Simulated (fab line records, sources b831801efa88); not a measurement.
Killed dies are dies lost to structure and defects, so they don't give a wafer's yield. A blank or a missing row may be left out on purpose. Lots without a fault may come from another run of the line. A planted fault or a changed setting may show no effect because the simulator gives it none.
Problem report in the 8D (eight disciplines) form, filled by code | flow sky130 | the parts of the form that need people (team, actions taken, sign-off) are left out

1. THE PROBLEM
bias_w at SKY_CONTACT_ETCH_18 reads a mean of 192.4 W on 2 wafers of 1 lot; wafers without a fault read 199.9 W with a standard deviation of 0.54. That is -14 standard deviations from the usual mean.
The step: etches Si3N4 in CHF3/O2, stops on TiN, time 39 s, target depth 75 nm.
First seen on wafer L791.1, day 36 04:00, on rie_diel-02. The record holds 39 wafers of 13 lots with a number at this step. Rule for "out", or "out of limits": more than 4 standard deviations from the usual mean. The other wafers with a number count as sound.

2. WHAT IT IS AND WHAT IT IS NOT
question                    | is                | is not
which readings at this step | bias_w            | drypump_motor_current_A, oes_product_au, throttle_valve_pct
which lots                  | L791              | L777, L778, L780, L783, L786, L787, L788, L793, L795, L798, L799, L800
which wafers of those lots  | L791.1, L791.6    | L791.3
read on which tools         | rie_diel-02       | rie_diel-01, rie_diel-04
when                        | from day 36 04:00 | up to then (22 sound wafers); but 15 sound wafers of L793, L795, L798, L799, L800 came after

3. SUSPECTS, AND WHAT RULES EACH OUT
Counting: a tool at a process step up to the reading stays a suspect if it ran every lot that is out. Sound lots after the first of them don't rule it out here, since some wafers of a struck lot are sound.
- pvd_sputter-01 at SKY_LOCAL_INTERCONNECT_SPUTTER_00 (material TiN, target thk 100 nm, time 83.3 s): kept. It ran the lot that is out, L791 (day 33 23:05); its last sound lot up to then is L788 (day 33 08:17).
- rie_diel-02 at SKY_CONTACT_ETCH_18 (etches Si3N4 in CHF3/O2, stops on TiN, time 39 s, target depth 75 nm): kept. It ran the lot that is out, L791 (day 36 04:00); its last sound lot up to then is L787 (day 35 03:00). Its own readings are out on those wafers: bias_w.
- Within rie_diel-02 at SKY_CONTACT_ETCH_18: the wafers that are out ran in chamber 3; their sound lot-mates ran in chamber 1.
Left after counting: pvd_sputter-01 at SKY_LOCAL_INTERCONNECT_SPUTTER_00, rie_diel-02 at SKY_CONTACT_ETCH_18.

4. THE CAUSE (what the simulator had put in)
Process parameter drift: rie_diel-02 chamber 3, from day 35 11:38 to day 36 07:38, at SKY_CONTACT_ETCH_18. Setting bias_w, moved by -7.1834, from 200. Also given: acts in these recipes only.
Counting left 2 suspects, and this tool is among them.

5. THE CHAIN OF EFFECTS, in route order
Each row: a reading whose mean over the struck wafers that have a number lies more than 3 standard deviations from the usual. Only readings for which the record gives a usual standard deviation are gone through. hours: the time from each lot's start at the first step in this table that gives one to its start at this step, as a median over the lots. sigmas: the change in usual standard deviations.
hours | step                | reading | usual   | on struck wafers | change | sigmas
0     | SKY_CONTACT_ETCH_18 | bias_w  | 199.9 W | 192.4            | -7.5   | -14
The process steps in it:
- SKY_CONTACT_ETCH_18: etches Si3N4 in CHF3/O2, stops on TiN, time 39 s, target depth 75 nm.

6. WHAT WOULD HAVE CAUGHT IT SOONER
In this record the first reading out of limits was taken at day 36 04:00, 16 hours after the fault began at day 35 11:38.
